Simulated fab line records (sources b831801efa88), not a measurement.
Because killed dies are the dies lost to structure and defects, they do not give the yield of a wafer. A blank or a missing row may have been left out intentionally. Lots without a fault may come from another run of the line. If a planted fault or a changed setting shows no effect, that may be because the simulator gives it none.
The same fault as seen by 2 desks | flow sky130 | only its own numbers are on each desk; what lay behind them is given at the end

== FROM THE METROLOGY DESK ==
Lot by lot, what the gauges showed, no matter which tool ran the lot: averages of those sampled wafers that carry a number. Any lot whose mean is over 4 standard deviations away from the usual mean is out of limits and marked OUT; that distance is given in the brackets.
Columns: A = FIELD_ISO_OXIDATION_00_THK at SKY_FIELD_ISO_THK_MEAS_02, usual 11.92 nm; B = cd nm at SKY_FIELD_ISO_CD_MEAS_13, usual 149.6 nm; C = VT_ADJUST_HVTP_TW at SKY_VT_ADJUST_HVTP_TW_MEAS_11, usual 1351
lot  | first seen here | A     | B     | C
L209 | day 1 17:52     | 12.07 | 148.9 | 1361
L215 | day 2 23:19     | 11.73 | 149.1 | 1365
L216 | day 3 04:58     | 11.80 | 151.0 | 1359
L219 | day 3 18:47     | 12.02 | 149.3 | 1359
L220 | day 4 00:43     | 11.85 | 148.4 | 1354
L222 | day 4 11:34     | 12.17 | 149.7 | 29 (-99 or more) OUT
L223 | day 4 14:39     | 11.74 | 148.5 | 29 (-99 or more) OUT
L224 | day 4 21:28     | 11.88 | 148.9 | 29 (-99 or more) OUT
L225 | day 5 03:19     | 11.83 | 152.1 | 1364
L226 | day 5 07:51     | 11.80 | 151.3 | 1348
L231 | day 6 06:47     | 11.72 | 151.2 | 1363
Finding of this desk: L222, L223, L224 out of limits, first seen on L222 at day 10 04:40 (VT_ADJUST_HVTP_TW at SKY_VT_ADJUST_HVTP_TW_MEAS_11). L209, L215, L216, L219, L220, L225, L226, L231 stayed within limits.

== THE TOOL OWNER'S DESK: plasma asher-03 ==
The tool's own readings at SKY_NWELL_STRIP_25 (strips in O2/N2): means of the sampled wafers that have a number, for each lot that ran on this tool. Any lot whose mean is over 4 standard deviations away from the usual mean is out of limits and marked OUT; that distance is given in the brackets.
Columns: A = chamber pressure mTorr at SKY_NWELL_STRIP_25, usual 1500.0 mTorr; B = drypump motor current A at SKY_NWELL_STRIP_25, usual 5.5 A; C = o2 flow sccm at SKY_NWELL_STRIP_25, usual 3000 sccm; D = oes product au at SKY_NWELL_STRIP_25, usual 0.722 a.u.; E = strip time to endpoint s at SKY_NWELL_STRIP_25, usual 36.91 s
lot  | first seen here | A      | B   | C    | D     | E
L209 | day 5 18:55     | 1498.7 | 5.9 | 3010 | 0.719 | 36.88
L226 | day 10 06:31    | 1501.2 | 5.9 | 3004 | 0.723 | 37.04
This desk's verdict: no lot among the 2 shows anything out of limits.

== TAKEN TOGETHER ==
Metrology desk: alarm possible at day 10 04:40 on L222, L223, L224.
The desk of the tool owner found nothing out of limits.
The tool owner's desk has no number on record for L222, L223, L224.
The lots listed all ran SKY_NWELL_STRIP_25 on plasma asher-03.

== WHAT HAD BEEN PUT IN BY THE SIMULATOR ==
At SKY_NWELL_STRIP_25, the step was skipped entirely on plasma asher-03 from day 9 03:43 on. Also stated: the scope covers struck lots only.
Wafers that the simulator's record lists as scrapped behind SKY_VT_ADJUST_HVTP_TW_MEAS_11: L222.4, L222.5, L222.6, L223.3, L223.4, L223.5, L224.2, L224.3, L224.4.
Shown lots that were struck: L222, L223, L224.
Delay in hours, fault start to first out-of-limits reading, per desk: metrology desk 25.
